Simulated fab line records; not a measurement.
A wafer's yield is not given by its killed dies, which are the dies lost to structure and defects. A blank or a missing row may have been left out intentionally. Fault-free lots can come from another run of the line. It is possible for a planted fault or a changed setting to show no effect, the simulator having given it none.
Chamber matching || flow sky130 || SKY_VIA4_ETCH_12 on rie_diel-04: 4 sister chambers
The step etches SiO2 in C4F8/O2/Ar, stops on TiN, target depth 580 nm. 8 wafers are shown with their chamber, then 7 later ones without.

## EACH WAFER AND ITS CHAMBER
{"wafer": "L859.1", "chamber": 3, "oes_product_au (a.u.)": 0.924}
{"wafer": "L859.3", "chamber": 0, "oes_product_au (a.u.)": 0.924}
{"wafer": "L859.5", "chamber": 0, "oes_product_au (a.u.)": 0.922}
{"wafer": "L862.1", "chamber": 2, "oes_product_au (a.u.)": 0.923}
{"wafer": "L862.3", "chamber": 1, "oes_product_au (a.u.)": 0.929}
{"wafer": "L862.4", "chamber": 3, "oes_product_au (a.u.)": 0.925}
{"wafer": "L863.2", "chamber": 2, "oes_product_au (a.u.)": 0.919}
{"wafer": "L863.4", "chamber": 1, "oes_product_au (a.u.)": 0.927}

## WAFERS WITHOUT THEIR CHAMBER
{"wafer": "L863.5", "oes_product_au (a.u.)": 0.922}
{"wafer": "L871.1", "oes_product_au (a.u.)": 0.934}
{"wafer": "L871.2", "oes_product_au (a.u.)": 0.923}
{"wafer": "L871.5", "oes_product_au (a.u.)": 0.927}
{"wafer": "L877.1", "oes_product_au (a.u.)": 0.927}
{"wafer": "L877.3", "oes_product_au (a.u.)": 0.925}
{"wafer": "L877.5", "oes_product_au (a.u.)": 0.926}

## EACH ONE'S CHAMBER
{"wafer": "L863.5", "from the rows above": "can't be placed: 0 or 2 or 3", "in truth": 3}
{"wafer": "L871.1", "from the rows above": "can't be placed: 1 or 3", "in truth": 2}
{"wafer": "L871.2", "from the rows above": "can't be placed: 0 or 3 or 2", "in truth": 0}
{"wafer": "L871.5", "from the rows above": "can't be placed: 1 or 3 or 0", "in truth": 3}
{"wafer": "L877.1", "from the rows above": "can't be placed: 1 or 3 or 0", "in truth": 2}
{"wafer": "L877.3", "from the rows above": "can't be placed: 3 or 0 or 1 or 2", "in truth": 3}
{"wafer": "L877.5", "from the rows above": "can't be placed: 3 or 1 or 0 or 2", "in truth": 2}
Placed correctly: 0 of 7. Cannot be placed on the basis of these rows: 7; the candidates contain the true chamber in 5. Wrongly placed: 0.
How it was worked out, from the rows above alone: a wafer's distance from a chamber is the root of the sum, over the readings, of the square of ((its reading less the chamber's mean) divided by the reading's scatter). The wafer belongs to the nearest chamber; if the next one is less than 2 further off, it can't be placed. The mean given for a chamber averages the wafers shown for that chamber. The scatter: the root of (the sum of the squares of (reading less its chamber's mean) over the shown wafers, divided by (wafers less chambers)).
